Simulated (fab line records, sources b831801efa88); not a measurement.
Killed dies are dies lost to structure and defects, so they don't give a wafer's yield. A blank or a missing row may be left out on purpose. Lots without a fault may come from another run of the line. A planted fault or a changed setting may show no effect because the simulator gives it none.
One fault seen from 2 desks | flow gf180mcu | each desk has only its own numbers; what lay behind them comes last

THE TOOL OWNER'S DESK: rtp_anneal-02
The tool's own readings at GF_SALICIDE_RTA_06 (time 30 s): means of the sampled wafers that have a number, for each lot that ran on this tool. A lot is out of limits, marked OUT, if its mean lies more than 4 standard deviations from the usual mean; the brackets give that distance.
Columns: A = chamber_o2_ppm at GF_SALICIDE_RTA_06, usual 1.996; B = lamp_power_pct at GF_SALICIDE_RTA_06, usual 6.0 %; C = wafer_temp_C_max at GF_SALICIDE_RTA_06, usual 533.7
lot  | first seen here | A     | B   | C
L289 | day 17 01:53    | 1.974 | 5.4 | 534.2
L297 | day 20 00:01    | 2.000 | 3.2 | 418.8 (-99 or more) OUT
L299 | day 21 00:44    | 1.977 | 3.2 | 419.2 (-99 or more) OUT
L305 | day 23 09:46    | 1.988 | 5.4 | 534.1
L306 | day 23 22:51    | 2.006 | 5.4 | 534.3
This desk's finding: out of limits on L297, L299; first on L297, day 20 00:01 (wafer_temp_C_max at GF_SALICIDE_RTA_06). In limits: L289, L305, L306.

THE METROLOGY DESK
What the gauges read, lot by lot, whatever tool the lot ran on: means of the sampled wafers that have a number. A lot is out of limits, marked OUT, if its mean lies more than 4 standard deviations from the usual mean; the brackets give that distance.
Columns: A = cd_nm at GF_SAB_CD_MEAS_09, usual 420.0 nm; B = SAB_OVL at GF_SAB_OVL_MEAS_10, usual -0.4 nm; C = SALICIDE_TIN_RS at GF_SALICIDE_RS_MEAS_04, usual 16.44 ohm/sq; D = SALICIDE_TIN_THK at GF_SALICIDE_THK_MEAS_05, usual 19.76 nm
lot  | first seen here | A     | B    | C     | D
L289 | day 17 01:10    | 422.3 | -0.3 | 16.17 | 19.87
L290 | day 17 09:34    | 418.7 | -1.9 | 16.93 | 19.65
L297 | day 19 23:07    | 419.5 | -0.3 | 16.47 | 19.68
L299 | day 21 00:01    | 421.0 | 0.1  | 16.61 | 19.89
L305 | day 23 09:02    | 417.5 | -0.6 | 16.34 | 19.73
L306 | day 23 22:07    | 421.6 | -0.7 | 16.27 | 19.79
This desk's finding: nothing out of limits on any of the 6 lots.

PUT TOGETHER
The tool owner's desk could have raised an alarm at day 20 00:01, on L297, L299.
The metrology desk saw nothing out of limits.
The metrology desk has L297, L299 on record, within its limits.
Of the lots named, all ran GF_SALICIDE_RTA_06 on rtp_anneal-02.

WHAT THE SIMULATOR HAD PUT IN
Process parameter drift: rtp_anneal-02, from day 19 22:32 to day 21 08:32, at GF_SALICIDE_RTA_06. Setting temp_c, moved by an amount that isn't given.
Lots struck among those shown: L297, L299.
Hours from the fault's start to each desk's first reading out of limits: the tool owner's desk, 1.
